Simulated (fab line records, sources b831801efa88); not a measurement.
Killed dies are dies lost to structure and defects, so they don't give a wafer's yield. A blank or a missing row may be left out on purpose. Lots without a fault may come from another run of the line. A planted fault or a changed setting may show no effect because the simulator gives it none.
One fault seen from 2 desks | flow sky130 | each desk has only its own numbers; what lay behind them comes last

THE METROLOGY DESK
What the gauges read, lot by lot, whatever tool the lot ran on: means of the sampled wafers that have a number. A lot is out of limits, marked OUT, if its mean lies more than 4 standard deviations from the usual mean; the brackets give that distance.
Columns: A = cd_nm at SKY_FIELD_ISO_CD_MEAS_13, usual 150.2 nm
lot  | first seen here | A
L633 | day 2 10:52     | 150.5
L634 | day 2 16:00     | 149.5
L635 | day 2 20:07     | 149.9
L636 | day 3 01:17     | 150.9
L637 | day 3 06:35     | 150.1
L639 | day 3 17:02     | 149.4
L640 | day 3 23:46     | 150.2
L641 | day 4 06:44     | 152.0
L644 | day 4 21:03     | 148.7
L645 | day 5 06:14     | 151.6
L647 | day 5 11:30     | 146.9
L652 | day 6 15:33     | 147.4
L653 | day 6 21:47     | 148.1
This desk's finding: nothing out of limits on any of the 13 lots.

THE TOOL OWNER'S DESK: litho_track-01
The tool's own readings at SKY_SD_P_HMDS_01 (prime time 60 s): means of the sampled wafers that have a number, for each lot that ran on this tool. A lot is out of limits, marked OUT, if its mean lies more than 4 standard deviations from the usual mean; the brackets give that distance.
Columns: A = prime_temp_c at SKY_SD_P_HMDS_01, usual 120.00 C
lot  | first seen here | A
L634 | day 25 14:34    | 120.08
L636 | day 27 02:50    | 120.09
L644 | day 29 13:10    | 119.83
L647 | day 30 03:40    | 119.87
L652 | day 32 07:53    | 121.37 (+11) OUT
L653 | day 32 09:53    | 121.54 (+13) OUT
This desk's finding: out of limits on L652, L653; first on L652, day 32 07:53 (prime_temp_c at SKY_SD_P_HMDS_01). In limits: L634, L636, L644, L647.

PUT TOGETHER
The tool owner's desk could have raised an alarm at day 32 07:53, on L652, L653.
The metrology desk saw nothing out of limits.
The metrology desk has L652, L653 on record, within its limits.
Of the lots named, all ran SKY_SD_P_HMDS_01 on litho_track-01.

WHAT THE SIMULATOR HAD PUT IN
Process parameter drift: litho_track-01, from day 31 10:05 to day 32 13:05, at SKY_SD_P_HMDS_01. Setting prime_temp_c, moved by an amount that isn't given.
Lots struck among those shown: L652, L653.
Hours from the fault's start to each desk's first reading out of limits: the tool owner's desk, 22.
